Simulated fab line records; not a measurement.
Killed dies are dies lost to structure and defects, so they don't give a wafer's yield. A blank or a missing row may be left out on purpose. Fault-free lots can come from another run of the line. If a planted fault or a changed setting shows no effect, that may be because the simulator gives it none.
Matching of chambers + flow sky130 + SKY_VIA1_CMP_24 on cmp-01 has 4 sister chambers
The step polishes, stops on SiO2, t overpolish 15 s, target thk 0 nm. 8 wafers are shown with their chamber, then 7 later ones without.

== WAFERS, EACH WITH ITS CHAMBER ==
| wafer  | chamber | motorCurrentA (A) | retainingRingPressureFrac |
|--------|---------|-------------------|---------------------------|
| L295.5 | 3       | 9.2               | 0.994                     |
| L296.1 | 2       | 12.2              | 0.990                     |
| L296.2 | 1       | 10.5              | 1.002                     |
| L297.2 | 3       | 9.1               | 0.992                     |
| L297.4 | 2       | 11.6              | 1.012                     |
| L297.6 | 0       | 11.5              | 1.010                     |
| L307.1 | 0       | 12.3              | 1.007                     |
| L307.3 | 1       | 10.5              | 0.994                     |

== WAFERS MISSING THEIR CHAMBER ==
| wafer  | motorCurrentA (A) | retainingRingPressureFrac |
|--------|-------------------|---------------------------|
| L307.6 | 11.4              | 0.997                     |
| L313.3 | 12.2              | 1.005                     |
| L313.4 | 11.2              | 0.998                     |
| L313.6 | 11.7              | 0.992                     |
| L315.1 | 11.4              | 1.001                     |
| L315.5 | 9.4               | 1.002                     |
| L315.6 | 11.4              | 0.993                     |

== WHICH CHAMBER EACH WENT THROUGH ==
| wafer  | from the rows above          | in truth |
|--------|------------------------------|----------|
| L307.6 | can't be placed: 2 or 0 or 1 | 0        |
| L313.3 | can't be placed: 0 or 2      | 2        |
| L313.4 | can't be placed: 1 or 2 or 0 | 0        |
| L313.6 | can't be placed: 2 or 0      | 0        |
| L315.1 | can't be placed: 2 or 0 or 1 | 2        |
| L315.5 | can't be placed: 3 or 1      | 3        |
| L315.6 | can't be placed: 2 or 0 or 1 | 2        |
Placed correctly: 0 of 7. From these rows, 7 cannot be placed; in 7 the true chamber is one of the candidates. Wrongly placed: 0.
How it was worked out, from the rows above alone: a wafer's distance from a chamber is the root of the sum, over the readings, of the square of ((its reading less the chamber's mean) divided by the reading's scatter). The wafer belongs to the nearest chamber; if the next one is less than 2 further off, it can't be placed. For every chamber, the mean is computed from those of its wafers that are shown. The scatter: the root of (the sum of the squares of (reading less its chamber's mean) over the shown wafers, divided by (wafers less chambers)).
